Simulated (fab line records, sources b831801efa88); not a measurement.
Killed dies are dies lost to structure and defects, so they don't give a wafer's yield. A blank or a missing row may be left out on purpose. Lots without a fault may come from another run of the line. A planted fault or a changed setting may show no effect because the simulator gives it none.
Problem report in the 8D (eight disciplines) form, filled by code | flow sky130 | the parts of the form that need people (team, actions taken, sign-off) are left out

1. THE PROBLEM
overpolish_run_s at SKY_VIA4_CMP_21 reads a mean of 0.040 s on 3 wafers of 2 lots; wafers without a fault read 25.000 s with a standard deviation of 0.0088. That is -99 or more standard deviations from the usual mean.
The step: polishes, stops on SiO2, t overpolish 25 s, target thk 0 nm.
First seen on wafer L525.1, day 45 02:06, on cmp-02. The record holds 42 wafers of 14 lots with a number at this step. Rule for "out", or "out of limits": more than 4 standard deviations from the usual mean. The other wafers with a number count as sound.

2. WHAT IT IS AND WHAT IT IS NOT
question                    | is                                   | is not
which readings at this step | overpolish_run_s, time_to_endpoint_s | motor_current_A
which lots                  | L525, L526                           | L517, L518, L519, L520, L521, L522, L523, L524, L536, L538, L539, L540
which wafers of those lots  | L525.1, L525.2, L526.2               | L525.6, L526.3, L526.5
read on which tools         | cmp-02                               | cmp-01
when                        | from day 45 02:06                    | up to then (25 sound wafers); but 14 sound wafers of L526, L536, L538, L539, L540 came after

3. SUSPECTS, AND WHAT RULES EACH OUT
Counting: a tool at a process step up to the reading stays a suspect if it ran every lot that is out. Sound lots after the first of them don't rule it out here, since some wafers of a struck lot are sound.
- rie_diel-01 at SKY_VIA4_ETCH_12 (etches SiO2 in C4F8/O2/Ar, stops on TiN, target depth 580 nm): kept. It ran every lot that is out, first L525 (day 45 00:33); its last sound lot up to then is L523 (day 44 19:18).
- cmp-02 at SKY_VIA4_CMP_21 (polishes, stops on SiO2, t overpolish 25 s, target thk 0 nm): kept. It ran every lot that is out, first L525 (day 45 02:06); its last sound lot up to then is L524 (day 44 23:31). Its own readings are out on those wafers: overpolish_run_s, time_to_endpoint_s.
- Within rie_diel-01 at SKY_VIA4_ETCH_12: the wafers that are out ran in chambers 0, 1, 2; their sound lot-mates ran in chamber 3.
- Within cmp-02 at SKY_VIA4_CMP_21: the wafers that are out ran in chambers 0, 1; their sound lot-mates ran in chambers 2, 3.
Left after counting: rie_diel-01 at SKY_VIA4_ETCH_12, cmp-02 at SKY_VIA4_CMP_21.

4. THE CAUSE (what the simulator had put in)
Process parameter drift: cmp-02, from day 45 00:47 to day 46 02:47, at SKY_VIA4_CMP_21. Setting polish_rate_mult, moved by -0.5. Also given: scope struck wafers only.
Counting left 2 suspects, and this tool is among them.

5. THE CHAIN OF EFFECTS, in route order
Each row: a reading whose mean over the struck wafers that have a number lies more than 3 standard deviations from the usual. Only readings for which the record gives a usual standard deviation are gone through. hours: the time from each lot's start at the first step in this table that gives one to its start at this step, as a median over the lots. sigmas: the change in usual standard deviations.
hours | step            | reading            | usual    | on struck wafers | change  | sigmas
0     | SKY_VIA4_CMP_21 | overpolish_run_s   | 25.000 s | 0.040            | -24.960 | -99 or more
0     | SKY_VIA4_CMP_21 | time_to_endpoint_s | 127 s    | 193              | +66     | +11
The process steps in it:
- SKY_VIA4_CMP_21: polishes, stops on SiO2, t overpolish 25 s, target thk 0 nm.

6. WHAT WOULD HAVE CAUGHT IT SOONER
In this record the first reading out of limits was taken at day 45 02:06, 1 hour after the fault began at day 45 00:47.
